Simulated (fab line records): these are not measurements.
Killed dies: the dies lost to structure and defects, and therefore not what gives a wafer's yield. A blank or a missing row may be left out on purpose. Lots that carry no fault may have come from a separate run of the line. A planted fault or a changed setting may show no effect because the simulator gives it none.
Problem report in the 8D (eight disciplines) form, filled by code | flow sky130 | the parts of the form that need people (team, actions taken, sign-off) are left out

1. THE PROBLEM
NWELL_TW at SKY_NWELL_TW_MEAS_15 reads a mean of 30 on 1 wafer of 1 lot; wafers without a fault read 1830 with a standard deviation of 12. That is -99 or more standard deviations from the usual mean.
First seen on wafer L207.5, day 7 11:58, on film-metro-02. At this step, 32 wafers from 11 lots have a number in the record. The rule behind "out" and "out of limits": a value lying over 4 standard deviations away from the usual mean. The other wafers with a number count as sound.

2. WHAT THIS IS AND IS NOT
question                    | is               | is not
which readings at this step | NWELL_TW         | -
which lots                  | L207             | L195, L196, L198, L199, L200, L201, L214, L215, L216, L218
which wafers of those lots  | L207.5           | L207.4
read on which gauges        | film-metro-02    | film-metro-01, film-metro-03
when                        | from day 7 11:58 | up to then (19 sound wafers); but 12 sound wafers of L214, L215, L216, L218 came after

3. THE SUSPECTS, EACH WITH WHAT RULES IT OUT
Counting: a tool at a process step up to the reading stays a suspect if it ran every lot that is out. Sound lots after the first of them don't rule it out here, since some wafers of a struck lot are sound.
- the gauge at SKY_NWELL_TW_MEAS_15 has been ruled out. All the wafers that are out were read on film-metro-02, but those of them that SKY_PAD_OPEN_PROBE_99 has rows for are out there too, on other tools.
- plasma-asher-01 at SKY_PWDE_STRIP_09 (strips in O2/N2): kept. It ran the lot that is out, L207 (day 6 17:23); its last sound lot up to then is L201 (day 5 06:47).
- litho-track-04 at SKY_NWELL_DEVELOP_09 (develop time 60 s): kept. It ran the lot that is out, L207 (day 7 11:00); its last sound lot up to then is L200 (day 6 01:00).
- plasma-asher-02 at SKY_NWELL_STRIP_14 (strips in O2/N2): kept. It ran the lot that is out, L207 (day 7 11:52); its last sound lot up to then is L200 (day 6 01:56).
- Within plasma-asher-01 at SKY_PWDE_STRIP_09: the wafers that are out ran in chamber 1; their sound lot-mates ran in chamber 0.
Left after counting: plasma-asher-01 at SKY_PWDE_STRIP_09, litho-track-04 at SKY_NWELL_DEVELOP_09, plasma-asher-02 at SKY_NWELL_STRIP_14.

4. THE CAUSE (what the simulator had put in)
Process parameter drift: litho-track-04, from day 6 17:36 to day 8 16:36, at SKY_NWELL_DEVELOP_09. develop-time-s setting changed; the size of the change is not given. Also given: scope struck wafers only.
3 suspects survive the count, and this tool is in that group.

5. THE CHAIN OF EFFECTS, in route order
Each row: a reading where the mean over the struck wafers with a number is more than 3 standard deviations away from the usual. Only readings for which the record gives a usual standard deviation are gone through. hours: the time from each lot's start at the first step in this table that gives one to its start at this step, as a median over the lots. sigmas: the change in usual standard deviations.
hours | step                  | reading             | usual   | on struck wafers | change | sigmas
0     | SKY_NWELL_TW_MEAS_15  | NWELL_TW            | 1830    | 30               | -1800  | -99 or more
20    | SKY_NWELL_RTA_28      | lamp-power-pct      | 25.31 % | 25.48            | +0.17  | +3.3
987   | SKY_PAD_OPEN_PROBE_99 | killed-at-front-end | 15      | 419              | +404   | +88
987   | SKY_PAD_OPEN_PROBE_99 | killed-dies         | 85      | 492              | +407   | +41
987   | SKY_PAD_OPEN_PROBE_99 | killed-on-rim       | 17      | 96               | +79    | +20
Here are the process steps it includes:
- SKY_NWELL_RTA_28: time 30 s.
- SKY_PAD_OPEN_PROBE_99
Readings that are blank on the struck wafers while sound wafers have them: NWELL_00_OVL at SKY_NWELL_OVL_MEAS_10.

6. HOW IT WOULD HAVE BEEN CAUGHT EARLIER
The first out-of-limits reading at a measuring or inspecting step in this record came at day 7 11:58, 18 hours after the fault's start at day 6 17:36.
Between SKY_NWELL_DEVELOP_09 and SKY_NWELL_TW_MEAS_15, SKY_NWELL_OVL_MEAS_10 gave no NWELL_00_OVL on the struck wafers, where sound wafers have one: a measuring or inspecting step that comes back empty is itself a sign.
An alarm limit of 4 standard deviations would not have fired on the tool readings at SKY_NWELL_DEVELOP_09 for which the record gives a usual standard deviation, since none of them was out on any struck wafer.
By day 7 11:58, every lot that is out (1) had started SKY_NWELL_DEVELOP_09 on litho-track-04. None of them would have been spared by holding the tool at that moment.
